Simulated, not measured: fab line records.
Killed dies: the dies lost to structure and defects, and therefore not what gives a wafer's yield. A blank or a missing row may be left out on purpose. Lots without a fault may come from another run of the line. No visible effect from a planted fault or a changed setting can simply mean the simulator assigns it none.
Matching of chambers -- flow gf180mcu -- GF_V5_CMP_04 on cmp-01 has 4 sister chambers
The step polishes SiO2. 4 wafers are shown with their chamber, then 7 later ones without.

## WAFERS WITH THEIR CHAMBER
wafer,chamber,motor current A (A)
L732.6,0,14.1
L734.3,3,10.5
L734.5,1,12.4
L735.1,2,9.9

## WAFERS MISSING THEIR CHAMBER
wafer,motor current A (A)
L735.4,10.0
L735.5,9.9
L736.1,10.3
L736.3,12.5
L736.4,10.2
L737.5,10.6
L737.6,12.6

## THE CHAMBER EACH PASSED THROUGH
wafer,from the rows above,in truth
L735.4,2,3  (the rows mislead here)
L735.5,2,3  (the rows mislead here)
L736.1,can't be placed: 3 or 2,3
L736.3,1,1
L736.4,can't be placed: 2 or 3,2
L737.5,3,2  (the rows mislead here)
L737.6,1,1
Placed correctly: 2 of 7. Not placeable from these rows: 2 (in 2, the candidates include the true chamber). Placed wrongly: 3.
How it was worked out, from the rows above alone: a wafer's distance from a chamber is the root of the sum, over the readings, of the square of ((its reading less the chamber's mean) divided by the reading's scatter). The wafer belongs to the nearest chamber; if the next one is less than 2 further off, it can't be placed. A chamber's mean is the mean of its shown wafers. The scatter (one wafer shown for each chamber): square how far every hidden wafer sits from the nearest shown wafer, average those squares and take the square root.
